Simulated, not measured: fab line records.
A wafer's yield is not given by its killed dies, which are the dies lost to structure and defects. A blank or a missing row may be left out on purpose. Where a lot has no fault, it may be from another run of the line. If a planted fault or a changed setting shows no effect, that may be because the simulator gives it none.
Matching of chambers ; flow sky130 ; 4 sister chambers for SKY_FIELD_ISO_CMP_27 on cmp-02
The step polishes, stops on Si3N4, t overpolish 16 s, target thk 457.8 nm. 8 wafers are shown with their chamber, then 7 later ones without.

## WAFERS WITH THEIR CHAMBER
wafer;chamber;motor current A (A);time to endpoint s (s)
L492.2;2;11.1;116
L494.2;0;13.7;108
L494.5;3;10.2;102
L504.1;2;11.9;111
L504.2;1;12.4;112
L504.4;3;10.6;103
L505.3;0;13.9;103
L505.5;1;12.6;111

## WAFERS MISSING THEIR CHAMBER
wafer;motor current A (A);time to endpoint s (s)
L505.6;10.8;109
L507.1;14.6;107
L507.2;10.3;101
L507.5;10.9;105
L510.1;10.4;107
L510.3;12.7;109
L510.4;11.7;109

## CHAMBER TAKEN BY EACH
wafer;from the rows above;in truth
L505.6;can't be placed: 2 or 3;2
L507.1;0;0
L507.2;3;3
L507.5;can't be placed: 3 or 2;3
L510.1;3;3
L510.3;1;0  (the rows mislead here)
L510.4;can't be placed: 2 or 1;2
3 of 7 placed correctly. Cannot be placed on the basis of these rows: 3; the candidates contain the true chamber in 3. Placed wrongly: 1.
How it was worked out, from the rows above alone: a wafer's distance from a chamber is the root of the sum, over the readings, of the square of ((its reading less the chamber's mean) divided by the reading's scatter). If the next closest chamber is less than 2 further off than the closest, the wafer can't be placed; otherwise it belongs to the closest. For every chamber, the mean is computed from those of its wafers that are shown. The scatter is the square root of a quotient: the sum, over the shown wafers, of each reading's squared deviation from its chamber's mean, divided by wafers minus chambers.
